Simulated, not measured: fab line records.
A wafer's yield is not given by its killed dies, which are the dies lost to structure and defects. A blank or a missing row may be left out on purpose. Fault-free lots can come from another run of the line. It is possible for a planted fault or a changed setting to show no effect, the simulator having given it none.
Lot-split experiment || flow sky130 || route with 708 steps; 5 lots, 23 wafers read

THE SPLIT
At SKY_LOCAL_INTERCONNECT_SPUTTER_00 (material TiN, target thk 100 nm, time 83.3 s), the setting time s was moved away from the recipe's 83.3 s on 9 of the 23 wafers read, by -4.8% to +14.5%. All remaining wafers had this setting at the recipe value.

FROM THE SPLIT TO THE READING: what the file shows between them, 7 steps
- SKY_LOCAL_INTERCONNECT_RS_MEAS_01: measures by four-point-probe
- SKY_LOCAL_INTERCONNECT_THK_MEAS_02: measures by xrf
- SKY_LOCAL_INTERCONNECT_EXPOSE_08: exposes mask LI1M, target cd 170 nm (also split here: dose mj)
- SKY_LOCAL_INTERCONNECT_PEB_09
- SKY_LOCAL_INTERCONNECT_DEVELOP_10: develop time 60 s
- SKY_LOCAL_INTERCONNECT_CD_MEAS_11: target cd 170 nm
- SKY_LOCAL_INTERCONNECT_ETCH_13: etches BARC in N2/H2, stops on SiO2, time 45.9 s, target depth 60 nm (also split here: ion energy ev)

THE READING
oes product au, in a.u., at SKY_LOCAL_INTERCONNECT_METAL_ETCH_14 (etches TiN in Cl2/BCl3, stops on PSG, target depth 110 nm, time 31.4 s). A value of 0.938 a.u. with a standard deviation of 0.007 a.u. is what fault-free wafers of this fab line usually give.

{"wafer": "L074.1", "tool, chamber at the split": "pvd sputter-01, -", "time s as run, s": 83.3, "against the recipe": "recipe", "oes product au, a.u.": 0.936, "against lot-mates on the recipe": "-"}
{"wafer": "L074.2", "tool, chamber at the split": "pvd sputter-01, -", "time s as run, s": 95.34, "against the recipe": "+14.5%", "oes product au, a.u.": 1.007, "against lot-mates on the recipe": "+0.070"}
{"wafer": "L074.3", "tool, chamber at the split": "pvd sputter-01, -", "time s as run, s": 95.34, "against the recipe": "+14.5%", "oes product au, a.u.": 1.009, "against lot-mates on the recipe": "+0.072"}
{"wafer": "L074.5", "tool, chamber at the split": "pvd sputter-01, -", "time s as run, s": 83.3, "against the recipe": "recipe", "oes product au, a.u.": 0.938, "against lot-mates on the recipe": "-"}
{"wafer": "L074.6", "tool, chamber at the split": "pvd sputter-01, -", "time s as run, s": 95.34, "against the recipe": "+14.5%", "oes product au, a.u.": 1.014, "against lot-mates on the recipe": "+0.077"}
{"wafer": "L075.1", "tool, chamber at the split": "pvd sputter-03, -", "time s as run, s": 83.3, "against the recipe": "recipe", "oes product au, a.u.": 0.934, "against lot-mates on the recipe": "-"}
{"wafer": "L075.3", "tool, chamber at the split": "pvd sputter-03, -", "time s as run, s": 91.83, "against the recipe": "+10.2%", "oes product au, a.u.": 0.993, "against lot-mates on the recipe": "+0.057"}
{"wafer": "L075.4", "tool, chamber at the split": "pvd sputter-03, -", "time s as run, s": 91.83, "against the recipe": "+10.2%", "oes product au, a.u.": 0.992, "against lot-mates on the recipe": "+0.056"}
{"wafer": "L075.5", "tool, chamber at the split": "pvd sputter-03, -", "time s as run, s": 83.3, "against the recipe": "recipe", "oes product au, a.u.": 0.938, "against lot-mates on the recipe": "-"}
{"wafer": "L075.6", "tool, chamber at the split": "pvd sputter-03, -", "time s as run, s": 83.3, "against the recipe": "recipe", "oes product au, a.u.": 0.937, "against lot-mates on the recipe": "-"}
{"wafer": "L077.1", "tool, chamber at the split": "pvd sputter-01, -", "time s as run, s": 88.63, "against the recipe": "+6.4%", "oes product au, a.u.": 0.965, "against lot-mates on the recipe": "+0.016"}
{"wafer": "L077.2", "tool, chamber at the split": "pvd sputter-01, -", "time s as run, s": 88.63, "against the recipe": "+6.4%", "oes product au, a.u.": 0.995, "against lot-mates on the recipe": "+0.046"}
{"wafer": "L077.4", "tool, chamber at the split": "pvd sputter-01, -", "time s as run, s": 83.3, "against the recipe": "recipe", "oes product au, a.u.": 0.949, "against lot-mates on the recipe": "-"}
{"wafer": "L077.5", "tool, chamber at the split": "pvd sputter-01, -", "time s as run, s": 83.3, "against the recipe": "recipe", "oes product au, a.u.": 0.950, "against lot-mates on the recipe": "-"}
{"wafer": "L077.6", "tool, chamber at the split": "pvd sputter-01, -", "time s as run, s": 83.3, "against the recipe": "recipe", "oes product au, a.u.": 0.949, "against lot-mates on the recipe": "-"}
{"wafer": "L081.1", "tool, chamber at the split": "pvd sputter-03, -", "time s as run, s": 83.3, "against the recipe": "recipe", "oes product au, a.u.": 0.946, "against lot-mates on the recipe": "-"}
{"wafer": "L081.3", "tool, chamber at the split": "pvd sputter-03, -", "time s as run, s": 83.3, "against the recipe": "recipe", "oes product au, a.u.": 0.938, "against lot-mates on the recipe": "-"}
{"wafer": "L081.4", "tool, chamber at the split": "pvd sputter-03, -", "time s as run, s": 83.3, "against the recipe": "recipe", "oes product au, a.u.": 0.940, "against lot-mates on the recipe": "-"}
{"wafer": "L085.1", "tool, chamber at the split": "pvd sputter-03, -", "time s as run, s": 83.3, "against the recipe": "recipe", "oes product au, a.u.": 0.943, "against lot-mates on the recipe": "-"}
{"wafer": "L085.2", "tool, chamber at the split": "pvd sputter-03, -", "time s as run, s": 79.26, "against the recipe": "-4.8%", "oes product au, a.u.": 0.918, "against lot-mates on the recipe": -0.019}
{"wafer": "L085.3", "tool, chamber at the split": "pvd sputter-03, -", "time s as run, s": 83.3, "against the recipe": "recipe", "oes product au, a.u.": 0.930, "against lot-mates on the recipe": "-"}
{"wafer": "L085.4", "tool, chamber at the split": "pvd sputter-03, -", "time s as run, s": 83.3, "against the recipe": "recipe", "oes product au, a.u.": 0.937, "against lot-mates on the recipe": "-"}
{"wafer": "L085.5", "tool, chamber at the split": "pvd sputter-03, -", "time s as run, s": 79.26, "against the recipe": "-4.8%", "oes product au, a.u.": 0.909, "against lot-mates on the recipe": -0.028}

THE FIT
A straight line over all 23 wafers: oes product au changes by +0.00502 a.u. for each +1% of time s; r = +0.97; the points scatter about the line by 0.0074 a.u.
The same after taking each lot's own level away (the mean of its wafers on the recipe; 23 wafers): +0.00509 a.u. for each +1%; r = +0.98; scatter 0.0057 a.u.
The reading moves by 0.074 a.u. for the largest change in time s, on that fit.
The span of the lots' own levels, 0.9363 to 0.9493 a.u., comes to 1.9 times the standard deviation stated above.
The two slopes agree, so the slope changes little with the lot-to-lot level.
Check: with one of the wafers moved furthest among these (+14.5%) left out of the fit, the line predicts +0.0749 a.u. for it against its lot-mates. It came out at +0.07 a.u. against them.

OTHER SPLITS APPLIED TO THESE WAFERS
These wafers also went through other splits before the reading. Each is held against what the fit with the lots' levels taken away leaves over:
{"other split on the same wafers": "SKY_LOCAL_INTERCONNECT_EXPOSE_08 dose mj", "wafers away from the commonest value": 9, "r with oes product au (lot level and that fit taken away)": -0.21}
{"other split on the same wafers": "SKY_LOCAL_INTERCONNECT_ETCH_13 ion energy ev", "wafers away from the commonest value": 8, "r with oes product au (lot level and that fit taken away)": -0.17}

THE WHOLE CHAIN: every reading that the file lists as answering this split, in the file's order
{"step": "SKY_LOCAL_INTERCONNECT_SPUTTER_00", "what it does": "material TiN, target thk 100 nm, time 83.3 s", "reading": "TiN_of_LOCAL_INTERCONNECT_SPUTTER_00.thk nm (the simulator's own value, which no gauge read)", "change (the file's fit)": "+0.983 nm for each +1% of the setting", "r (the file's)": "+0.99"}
{"step": "SKY_LOCAL_INTERCONNECT_RS_MEAS_01", "what it does": "measures by four-point-probe", "reading": "LOCAL_INTERCONNECT_TIN_RS", "change (the file's fit)": "-0.133 for each +1% of the setting", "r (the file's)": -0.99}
{"step": "SKY_LOCAL_INTERCONNECT_THK_MEAS_02", "what it does": "measures by xrf", "reading": "LOCAL_INTERCONNECT_TIN_THK", "change (the file's fit)": "+1 for each +1% of the setting", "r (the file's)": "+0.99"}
{"step": "SKY_LOCAL_INTERCONNECT_METAL_ETCH_14", "what it does": "etches TiN in Cl2/BCl3, stops on PSG, target depth 110 nm, time 31.4 s", "reading": "oes product au", "change (the file's fit)": "+0.00513 a.u. for each +1% of the setting", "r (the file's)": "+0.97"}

FILE'S OWN FIT
oes product au changes by +0.00513 a.u. for each +1% of time s, r = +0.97.
